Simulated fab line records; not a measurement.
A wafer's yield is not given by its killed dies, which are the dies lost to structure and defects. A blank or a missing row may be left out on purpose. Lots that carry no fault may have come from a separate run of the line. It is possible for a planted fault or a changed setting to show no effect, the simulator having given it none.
Struck lot and sound lot, side by side :: flow sky130 :: 26 out of 708 route steps
Sound: these wafers, L652.2, L652.3, L652.5. Struck: wafer L661.4 (L661.1, L661.3, from the same lot, were not struck and are left out); the cause is given at the end.
At each step with rows: each side's tool, then ch and its chambers, then its first start. Under that, the readings that differ: sound wafers :: struck wafers :: difference of the means :: sigmas: that difference in standard deviations of wafers without a fault.
alike: readings whose means differ by less than 2 such deviations, and words and numbers that are the same on both sides. not compared: withheld readings, readings that some wafer has no value for, bounds like >300 that may hide the same value, and numbers for which the record gives no deviation and whose values overlap.
Wherever a step has rows on one side only, a row that says differs or no value, or a row with sigmas, the two part there. Numbers that don't overlap but have no deviation are shown without sigmas and don't part them. Lack of a reading on every wafer of one side parts them only where that side has two or more wafers.

first, 8 steps without rows for these wafers: SKY_FIELD_ISO_DEHYDRATE_05 (time 60 s); SKY_FIELD_ISO_HMDS_06 (prime time 60 s); SKY_FIELD_ISO_COAT_07 (resist thk 60 nm); SKY_FIELD_ISO_COAT_08 (resist thk 450 nm); SKY_FIELD_ISO_SOFTBAKE_09 (time 90 s); SKY_FIELD_ISO_EXPOSE_10 (exposes mask FOM, target cd 150 nm); SKY_FIELD_ISO_PEB_11; SKY_FIELD_ISO_DEVELOP_12 (develop time 60 s).
SKY_FIELD_ISO_CD_MEAS_13 targets a cd of 150 nm.
  sound on cd-sem-01 at day 3 02:46; struck on cd-sem-01 at day 5 09:13
  alike: cd-nm
SKY_FIELD_ISO_ETCH_14: etches BARC in N2/H2, stops on SiO2, time 45.9 s, target depth 60 nm.
  sound on rie-diel-04 ch 0,2, day 3 02:52; struck on rie-diel-03 ch 2, day 5 09:20
  alike: drypump-motor-current-A, oes-product-au, throttle-valve-pct
  not compared: rf-hours-counter-h
SKY_FIELD_ISO_ETCH_15: etches the open film in CHF3/O2, stops on Si, target depth 180 nm, time 72 s.
  sound on rie-diel-04 ch 0,2, day 3 02:55; struck on rie-diel-03 ch 2, day 5 09:23
  alike: drypump-motor-current-A, oes-product-au, throttle-valve-pct
  not compared: rf-hours-counter-h
SKY_FIELD_ISO_STRIP_16: strips in O2/N2.
  sound on plasma-asher-03 ch 0,1, day 3 02:58; struck on plasma-asher-02 ch 1, day 5 09:26
  alike: drypump-motor-current-A, oes-product-au, strip-time-to-endpoint-s
  not compared: rf-hours-counter-h
SKY_FIELD_ISO_ETCH_17: etches Si in HBr/Cl2/O2, target depth 342 nm, time 97.7 s.
  sound on rie-si-01 ch 0,1, day 3 03:04; struck on rie-si-01 ch 0, day 5 09:32
reading: oes-product-au (a.u.)
sound: 0.997 1.033 0.992
struck: 0.901
difference: -0.106
sigmas: -8

reading: throttle-valve-pct (%)
sound: 25.661 25.652 25.662
struck: 25.739
difference: +0.081
sigmas: +6

reading: model.FIELD_ISO.feature-depth-nm (nm)
sound: 342.6 354.7 339.8
struck: 289.3
difference: -56.4
sigmas: 

reading: model.etch.depth-nm (nm)
sound: 342.6 354.7 339.8
struck: 289.3
difference: -56.4
sigmas: 

reading: model.Si3N4_of_FIELD_ISO_CVD_03.thk-nm (nm)
sound: 150.6 152.2 151.8
struck: 156.3
difference: +4.8
sigmas: 
  alike: drypump-motor-current-A
  not compared: rf-hours-counter-h
then, 5 steps without rows for these wafers: SKY_FIELD_ISO_WET_ETCH_18 (etches Si3N4 in H3PO4, target depth 25 nm, time 286 s); SKY_FIELD_ISO_CLEAN_19 (cleans in SC1/SC2, time 150 s); SKY_FIELD_ISO_CLEAN_20 (cleans in dHF, time 20 s); SKY_FIELD_ISO_WET_ETCH_21 (etches SiO2 in dHF, target depth 20 nm, time 400 s); SKY_FIELD_ISO_OXIDATION_22 (stabilise 600 s, purge 300 s, target thk 10 nm).
SKY_FIELD_ISO_THK_MEAS_23:
  sound on film-metro-01 at day 3 04:49; struck on film-metro-04 at day 5 11:04
  alike: FIELD_ISO_OXIDATION_01_THK
then, 1 step without rows for these wafers: SKY_FIELD_ISO_CVD_24 (deposits SiO2, target thk 595 nm, time 99.2 s).
SKY_FIELD_ISO_THK_MEAS_25:
  sound on film-metro-03 at day 3 04:57; struck on film-metro-03 at day 5 11:11
  alike: FIELD_ISO_CVD_24_THK
then, 1 step without rows for these wafers: SKY_FIELD_ISO_ANNEAL_26 (time 1800 s).
SKY_FIELD_ISO_CMP_27: polishes, stops on Si3N4, t overpolish 16 s, target thk 457.8 nm.
  sound on cmp-01 ch 0,2,3, day 3 07:11; struck on cmp-02 ch 1, day 5 13:19
  alike: motor-current-A, overpolish-run-s, retaining-ring-pressure-frac, time-to-endpoint-s
SKY_FIELD_ISO_WET_ETCH_28: etches SiO2 in dHF, target depth 23.7 nm, time 47 s.
  sound on wet-bench-04 ch 0, day 3 07:26; struck on wet-bench-04 ch 0, day 5 13:37
reading: model.Si3N4_of_FIELD_ISO_CVD_03.thk-nm (nm)
sound: 120 121.6 121.3
struck: 126
difference: +5
sigmas: 
  alike: bath-heat-duty-pct
then, 1 step without rows for these wafers: SKY_FIELD_ISO_WET_ETCH_29 (etches Si3N4 in H3PO4, target depth 160 nm, time 1825 s).
-- the record jumps here: 44 days lie between the struck wafers' starts before and after (it left off in module FIELD_ISO and takes up again in module PAD_OPEN, whose first step shown is number 708 of the route) --
SKY_PAD_OPEN_PROBE_99:
  sound on prober-01 at day 47 06:17; struck on prober-02 at day 49 14:08
reading: killed_at_M0_to_M3
sound: 52 32 40
struck: 58
difference: +17
sigmas: +2

reading: model.etest.res_p_drift_20v.line-ohm-um
sound: 1.076e+04 1.132e+04 1.051e+04
struck: 8933
difference: -1930
sigmas: 

reading: model.etest.res_p_drift_20v.rs-ohm-sq
sound: 8872 9563 8868
struck: 7406
difference: -1695
sigmas: 

reading: model.etest.pfet_16v.r-on-ohm-um
sound: 1.521e+04 1.588e+04 1.509e+04
struck: 1.39e+04
difference: -1.49e+03
sigmas: 

reading: model.etest.res-iso-pwell.rs-ohm-sq
sound: 3097 3451 3007
struck: 2345
difference: -840
sigmas: 

reading: model.etest.res-iso-pwell.line-ohm-um
sound: 1166 1318 1139
struck: 865.6
difference: -342.1
sigmas: 

reading: model.etest.res-nwell.line-ohm-um
sound: 1130 1216 1136
struck: 1005
difference: -156
sigmas: 

reading: model.etest.res-nwell.rs-ohm-sq
sound: 970 1028 974.5
struck: 830
difference: -161
sigmas: 

reading: model.etest.pfet_16v.drive-ua-um
sound: 242.5 238.4 248
struck: 251.9
difference: +8.9
sigmas: 
  alike: killed_at_M4_up, killed-at-contacts, killed-at-front-end, killed-at-other, killed-dies, killed-open, killed-short

WHERE THEY PART
First at SKY_FIELD_ISO_ETCH_17; last, within this record, at SKY_PAD_OPEN_PROBE_99.

WHY: the cause the simulator had injected
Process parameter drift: rie-si-01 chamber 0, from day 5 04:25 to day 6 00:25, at SKY_FIELD_ISO_ETCH_17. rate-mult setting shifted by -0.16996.
